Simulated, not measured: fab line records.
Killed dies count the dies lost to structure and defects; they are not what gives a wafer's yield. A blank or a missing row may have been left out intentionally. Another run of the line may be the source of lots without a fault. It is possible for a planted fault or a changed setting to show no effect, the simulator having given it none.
Which tool was responsible? ; flow gf180mcu ; 13 lots with 39 wafers sampled at 3 steps, on a route of 602 steps

## WHAT THE GAUGES SHOWED, per wafer
GF_STI_CD_MEAS_12: target cd 220 nm. Usual: 219.7 nm for cd nm, sd 1.5.
lot;measured;on;cd nm (nm);flag
L222;day 2 02:07;cd sem-02;218.4 218.3 218.8;
L225;day 2 16:34;cd sem-02;217.6 218.0 218.2;
L228;day 3 07:53;cd sem-01;219.8 221.1 220.4;
L229;day 3 13:35;cd sem-02;220.7 220.9 221.8;
L231;day 3 22:49;cd sem-02;219.1 218.8 219.0;
L232;day 4 05:50;cd sem-02;219.6 220.0 221.4;
L233;day 4 10:43;cd sem-02;218.4 217.3 218.9;
L234;day 4 15:11;cd sem-02;221.8 221.8 222.1;
L236;day 5 01:14;cd sem-02;217.7 219.0 218.2;
L237;day 5 07:35;cd sem-01;217.8 219.5 219.5;
L240;day 5 21:53;cd sem-01;221.8 221.0 221.5;
L243;day 6 13:31;cd sem-02;175.1 175.1 176.6;OFF
L245;day 7 01:11;cd sem-02;219.3 219.0 219.0;

GF_M2_CD_MEAS_14: target cd 280 nm. Usual: 280.5 nm for cd nm, sd 1.4.
lot;measured;on;cd nm (nm);flag
L222;day 19 03:55;cd sem-01;279.7 279.6 279.4;
L225;day 20 08:37;cd sem-01;279.8 280.0 280.7;
L228;day 21 14:44;cd sem-02;279.4 280.2 278.6;
L229;day 21 19:41;cd sem-01;280.9 281.0 280.7;
L231;day 22 14:43;cd sem-01;279.8 280.8 281.0;
L232;day 23 00:38;cd sem-02;283.4 282.9 284.2;
L233;day 23 11:40;cd sem-01;279.7 279.1 280.4;
L234;day 23 19:20;cd sem-01;279.7 279.7 279.1;
L236;day 24 09:35;cd sem-01;280.0 279.2 278.8;
L237;day 24 11:56;cd sem-02;279.6 280.0 280.5;
L240;day 25 16:02;cd sem-01;281.7 281.3 282.8;
L245;day 27 06:14;cd sem-02;281.6 281.7 281.6;

## EACH LOT AND THE TOOL THAT RAN IT (in order: tool; ch and the chambers of the sampled wafers; start)
lot;GF_STI_EXPOSE_09
L222;krf scanner-02 ch 0, day 1 20:17
L225;krf scanner-01 ch 0, day 2 10:23
L228;krf scanner-02 ch 0, day 3 01:53
L229;krf scanner-02 ch 0, day 3 07:17
L231;krf scanner-02 ch 0, day 3 16:35
L232;krf scanner-01 ch 0, day 3 23:31
L233;krf scanner-01 ch 0, day 4 04:13
L234;krf scanner-01 ch 0, day 4 08:14
L236;krf scanner-01 ch 0, day 4 18:37
L237;krf scanner-01 ch 0, day 5 00:14
L240;krf scanner-01 ch 0, day 5 15:31
L243;krf scanner-01 ch 0, day 6 06:31
L245;krf scanner-01 ch 0, day 6 17:38
- GF_STI_EXPOSE_09: exposes mask COMP, target cd 220 nm.

## AS READ BY THE TOOLS THEMSELVES (means over the sampled wafers that have a number; for cases with no such wafer, the mark the record gives instead)
GF_STI_EXPOSE_09. Usual: reticle temp C 22.98 C, standard deviation 0.094; stage vel mm s 500.02 mm/s, standard deviation 0.28.
lot;tool;reticle temp C (C);stage vel mm s (mm/s);flag
L222;krf scanner-02;22.97;500.05;
L225;krf scanner-01;22.93;500.15;
L228;krf scanner-02;22.85;500.19;
L229;krf scanner-02;23.01;500.20;
L231;krf scanner-02;22.99;499.94;
L232;krf scanner-01;22.94;499.90;
L233;krf scanner-01;23.02;499.84;
L234;krf scanner-01;22.93;500.05;
L236;krf scanner-01;23.00;499.58;
L237;krf scanner-01;22.88;500.19;
L240;krf scanner-01;23.02;500.16;
L243;krf scanner-01;22.99;500.12;
L245;krf scanner-01;22.94;500.27;

## THE ANSWER, worked out from the rows above alone
Rule: take the mean of a lot's wafers that have a number; if it is more than 3 standard deviations from the usual mean, the lot is off. A lot without any number at a reading at which 4 lots or more have one is off too. Where the step has rows for the other lots, those lots are counted as sound. First the gauges in route order, then the tools' own readings, where a lot's mean is used as printed above. The first step at which some lot is off is used, and at that step the reading that is off furthest; a lot without a number counts as furthest.
Off, at GF_STI_CD_MEAS_12 on cd nm: L243.
A tool fits if, at a process step before that reading, it ran every lot that is off, and no sound lot after the first of them. The gauges at GF_STI_CD_MEAS_12 are tried like those tools. Not one of the candidates tried fits.

## WHAT THE SIMULATOR PUT IN
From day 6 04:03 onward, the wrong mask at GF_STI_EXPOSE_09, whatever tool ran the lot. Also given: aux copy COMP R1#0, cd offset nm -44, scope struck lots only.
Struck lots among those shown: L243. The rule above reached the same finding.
